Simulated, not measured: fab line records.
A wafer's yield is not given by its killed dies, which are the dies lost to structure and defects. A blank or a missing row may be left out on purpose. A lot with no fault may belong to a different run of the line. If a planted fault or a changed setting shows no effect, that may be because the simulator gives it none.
Which tool was responsible? / flow gf180mcu / Sampling: 12 lots, 36 wafers, 3 of 602 route steps

WHAT THE GAUGES READ, wafer by wafer
GF_V3_THK_MEAS_25: measures by xrf.
lot=L602; measured=day 22 06:38; on=film-metro-04; V3_W_THK (nm)=355 352 356
lot=L603; measured=day 22 20:00; on=film-metro-04; V3_W_THK (nm)=345 355 351
lot=L609; measured=day 25 02:54; on=film-metro-04; V3_W_THK (nm)=355 355 356
lot=L613; measured=day 26 07:00; on=film-metro-02; V3_W_THK (nm)=354 355 353
lot=L614; measured=day 26 14:40; on=film-metro-04; V3_W_THK (nm)=353 350 348
lot=L616; measured=day 27 03:04; on=film-metro-04; V3_W_THK (nm)=361 360 360
lot=L617; measured=day 27 12:05; on=film-metro-04; V3_W_THK (nm)=356 355 358
lot=L620; measured=day 28 09:35; on=film-metro-04; V3_W_THK (nm)=354 351 352
lot=L622; measured=day 29 01:04; on=film-metro-02; V3_W_THK (nm)=351 343 357
lot=L623; measured=day 29 07:32; on=film-metro-04; V3_W_THK (nm)=355 352 353
lot=L624; measured=day 29 14:11; on=film-metro-03; V3_W_THK (nm)=345 347 347
lot=L625; measured=day 29 15:04; on=film-metro-03; V3_W_THK (nm)=346 350 349

GF_M4_OVL_MEAS_15.
lot=L602; measured=day 23 06:40; on=overlay-01; M4_OVL (nm)=3 1 4
lot=L603; measured=day 23 19:22; on=overlay-01; M4_OVL (nm)=-8 0 -3
lot=L609; measured=day 26 00:29; on=overlay-01; M4_OVL (nm)=3 3 1
lot=L613; measured=day 27 03:36; on=overlay-02; M4_OVL (nm)=7 1 3
lot=L614; measured=day 27 12:06; on=overlay-01; M4_OVL (nm)=-2 -3 1
lot=L616; measured=day 28 00:19; on=overlay-02; M4_OVL (nm)=7 6 -1
lot=L617; measured=day 28 08:09; on=overlay-01; M4_OVL (nm)=0 1 -3
lot=L620; measured=day 29 05:15; on=overlay-02; M4_OVL (nm)=-1 -3 3
lot=L622; measured=day 29 20:58; on=overlay-01; M4_OVL (nm)=-14 -9 -8
lot=L623; measured=day 30 02:52; on=overlay-01; M4_OVL (nm)=-9 -2 -1
lot=L624; measured=day 30 09:31; on=overlay-02; M4_OVL (nm)=-5 2 -6
lot=L625; measured=day 30 10:31; on=overlay-02; M4_OVL (nm)=-3 -11 -6

WHAT TOOL EACH LOT RAN ON (gives the tool, then ch and the chambers of the sampled wafers, and finally the start)
lot=L602; GF_M4_COAT_09=litho-track-01 ch 0, day 22 18:53
lot=L603; GF_M4_COAT_09=litho-track-04 ch 0, day 23 07:38
lot=L609; GF_M4_COAT_09=litho-track-01 ch 0, day 25 14:17
lot=L613; GF_M4_COAT_09=litho-track-01 ch 0, day 26 17:26
lot=L614; GF_M4_COAT_09=litho-track-04 ch 0, day 27 01:23
lot=L616; GF_M4_COAT_09=litho-track-04 ch 0, day 27 13:51
lot=L617; GF_M4_COAT_09=litho-track-03 ch 0, day 27 22:02
lot=L620; GF_M4_COAT_09=litho-track-04 ch 0, day 28 19:08
lot=L622; GF_M4_COAT_09=litho-track-01 ch 0, day 29 11:23
lot=L623; GF_M4_COAT_09=litho-track-04 ch 0, day 29 17:14
lot=L624; GF_M4_COAT_09=litho-track-03 ch 0, day 29 23:57
lot=L625; GF_M4_COAT_09=litho-track-01 ch 0, day 30 01:44
- GF_M4_COAT_09: resist thk 1000 nm.

WHAT THE TOOLS THEMSELVES READ (means of the sampled wafers that have a number; where no wafer has one, the mark that the record gives instead)
The record holds no such reading with a usual standard deviation.

THE ANSWER, worked out from the rows above alone
Rule: the lots themselves supply what counts as usual. The widest of any qualifying gaps counts: lots, ordered by their means at a reading, are off when they make up no more than a third of the lots, leave a main group of 4 or more, and stand apart from it by 3 or more times the standard deviation of that group's means. A main group whose means are all the same, to the digits that the tables above print for the reading, isn't used. Also off: a lot with no number at a reading for which 4 or more lots have one. All remaining lots with rows at the step are treated as sound. Order of review: gauges by route order, followed by the tools' own readings, for which a lot's mean as printed above is used. At the first step where some lot is off, the reading lying furthest off is the one used; lots without a number count as furthest.
No lot is off at any reading shown: from this, nothing can be told.

WHAT WAS PUT IN BY THE SIMULATOR
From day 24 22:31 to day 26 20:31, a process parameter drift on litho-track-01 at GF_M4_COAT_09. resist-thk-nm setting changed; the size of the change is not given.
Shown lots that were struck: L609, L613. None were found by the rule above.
